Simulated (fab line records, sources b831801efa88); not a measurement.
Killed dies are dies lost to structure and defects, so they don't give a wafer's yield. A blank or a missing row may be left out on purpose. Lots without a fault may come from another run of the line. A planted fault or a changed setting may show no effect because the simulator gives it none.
One fault seen from 2 desks | flow gf180mcu | each desk has only its own numbers; what lay behind them comes last

THE METROLOGY DESK
What the gauges read, lot by lot, whatever tool the lot ran on: means of the sampled wafers that have a number. A lot is out of limits, marked OUT, if its mean lies more than 4 standard deviations from the usual mean; the brackets give that distance.
Columns: A = cd_nm at GF_M2_CD_MEAS_14, usual 280.1 nm; B = cd_nm at GF_V2_CD_MEAS_14, usual 259.8 nm
lot  | first seen here | A     | B
L510 | day 19 04:13    | 279.0 | 260.7
L511 | day 20 02:46    | 281.3 | 260.9
L512 | day 20 10:35    | 279.2 | 263.7
L517 | day 22 05:56    | 279.7 | 260.3
L522 | day 23 21:02    | 280.6 | 260.7
L523 | day 24 08:41    | 282.5 | 258.9
L524 | day 24 14:54    | 277.9 | 258.3
L525 | day 24 21:31    | 280.5 | 261.8
L527 | day 25 12:52    | 280.8 | 258.4
L529 | day 26 03:50    | 280.0 | 259.2
L531 | day 26 20:56    | 280.1 | 259.4
L532 | day 27 00:50    | 280.2 | 258.2
This desk's finding: nothing out of limits on any of the 12 lots.

THE TOOL OWNER'S DESK: litho_track-01
The tool's own readings at GF_V2_PEB_12 (peb time 90 s): means of the sampled wafers that have a number, for each lot that ran on this tool. A lot is out of limits, marked OUT, if its mean lies more than 4 standard deviations from the usual mean; the brackets give that distance.
Columns: A = plate_temp_C at GF_V2_PEB_12, usual 135.03 C
lot  | first seen here | A
L510 | day 20 05:57    | 135.18
L511 | day 21 04:21    | 135.10
L512 | day 21 11:58    | 135.09
L522 | day 24 20:25    | 135.16
L527 | day 26 10:50    | 134.95
L529 | day 27 01:44    | 134.97
L531 | day 27 18:43    | 135.01
L532 | day 27 22:07    | 135.15
This desk's finding: nothing out of limits on any of the 8 lots.

PUT TOGETHER
The metrology desk saw nothing out of limits.
The tool owner's desk saw nothing out of limits.

WHAT THE SIMULATOR HAD PUT IN
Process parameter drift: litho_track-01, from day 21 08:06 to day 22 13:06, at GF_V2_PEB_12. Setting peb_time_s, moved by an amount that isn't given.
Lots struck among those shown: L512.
